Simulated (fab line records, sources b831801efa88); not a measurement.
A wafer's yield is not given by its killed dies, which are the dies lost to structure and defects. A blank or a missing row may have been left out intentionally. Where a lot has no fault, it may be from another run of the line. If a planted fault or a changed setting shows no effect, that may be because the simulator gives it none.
Lot-split experiment	flow sfq_line	23 wafers read from 5 lots, route of 325 steps

## THE SPLIT ITSELF
At SFQ_TRILAYER_R5_DEP_SPUTTER_132 (material Ti, target thk 5 nm, time 5 s), the setting time_s was moved away from the recipe's 5 s on 4 of the 23 wafers read, by -12.6% to +6.0%. This setting was run at the recipe's value on the other wafers.

Reading taken at the split's own step.

## THE READING
Ti_of_TRILAYER_R5_DEP_SPUTTER_132.thk_nm (the simulator's own value, which no gauge read), in nm, at SFQ_TRILAYER_R5_DEP_SPUTTER_132 (material Ti, target thk 5 nm, time 5 s). The file gives no usual value for it. Average 5.101 nm, standard deviation 0.12 nm, over the 19 wafers here run with the recipe.

wafer	tool, chamber at the split	time_s as run, s	against the recipe	Ti_of_TRILAYER_R5_DEP_SPUTTER_132.thk_nm, nm	against lot-mates on the recipe
L074.1	pvd_sputter-04, -	5	recipe	4.998	-
L074.2	pvd_sputter-04, -	5	recipe	5.078	-
L074.6	pvd_sputter-04, -	5	recipe	5.042	-
L075.1	pvd_sputter-04, -	5	recipe	5.174	-
L075.2	pvd_sputter-04, -	4.372	-12.6%	4.621	-0.593
L075.3	pvd_sputter-04, -	4.372	-12.6%	4.615	-0.599
L075.5	pvd_sputter-04, -	5	recipe	5.235	-
L075.6	pvd_sputter-04, -	5	recipe	5.233	-
L077.1	pvd_sputter-05, -	5	recipe	4.913	-
L077.2	pvd_sputter-05, -	5	recipe	5.035	-
L077.4	pvd_sputter-05, -	5	recipe	5.017	-
L077.5	pvd_sputter-05, -	5	recipe	5.099	-
L077.6	pvd_sputter-05, -	5	recipe	4.95	-
L078.1	pvd_sputter-04, -	5	recipe	5.19	-
L078.2	pvd_sputter-04, -	5	recipe	5.177	-
L078.4	pvd_sputter-04, -	5	recipe	5.177	-
L078.3	pvd_sputter-04, -	5	recipe	5.344	-
L078.5	pvd_sputter-04, -	5	recipe	5.268	-
L080.1	pvd_sputter-03, -	5	recipe	4.973	-
L080.2	pvd_sputter-03, -	5	recipe	5.007	-
L080.4	pvd_sputter-03, -	5	recipe	5.011	-
L080.5	pvd_sputter-03, -	5.298	+6.0%	5.209	+0.212
L080.6	pvd_sputter-03, -	5.298	+6.0%	5.32	+0.323

FIT RESULTS
A straight line over all 23 wafers: Ti_of_TRILAYER_R5_DEP_SPUTTER_132.thk_nm changes by +0.0362 nm for each +1% of time_s; r = +0.80; the points scatter about the line by 0.11 nm.
The same after taking each lot's own level away (the mean of its wafers on the recipe; 23 wafers): +0.0469 nm for each +1%; r = +0.97; scatter 0.052 nm.
According to that fit, moving time_s by its largest amount changes the reading by 0.59 nm.
The lots' own levels span 4.9970 to 5.2312 nm, that is 2.0 times the standard deviation above.
So the lot-to-lot level changes the slope: the two fits differ.
Check: for one of the wafers moved furthest among these (-12.6%), held out of the fit, the line's prediction against its lot-mates is -0.59 nm. It came out at -0.593 nm against them.

## FURTHER SPLITS ON THESE WAFERS
Other splits were also applied to these wafers ahead of the reading. Each is held against what the fit with the lots' levels taken away leaves over:
other split on the same wafers	wafers away from the commonest value	r with Ti_of_TRILAYER_R5_DEP_SPUTTER_132.thk_nm (lot level and that fit taken away)
SFQ_TRILAYER_M1_LITHO_PEB_042 peb_time_s	10	+0.10
SFQ_TRILAYER_M2_LITHO_COAT_062 spin_rpm	4	+0.17
SFQ_TRILAYER_M2_LITHO_COAT_057 spin_rpm	6	-0.14
SFQ_TRILAYER_M2_LITHO_EXPOSE_058 dose_mj	9	+0.47
SFQ_TRILAYER_M2_ETCH_METAL_ETCH_060 time_s	9	+0.14
SFQ_TRILAYER_I3_VIA_LITHO_COAT_090 resist_thk_nm	11	-0.05
SFQ_TRILAYER_M4_LITHO_COAT_098 spin_rpm	4	+0.15

## THE FILE'S OWN FIT
Ti_of_TRILAYER_R5_DEP_SPUTTER_132.thk_nm changes by +0.047 nm for each +1% of time_s, r = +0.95.
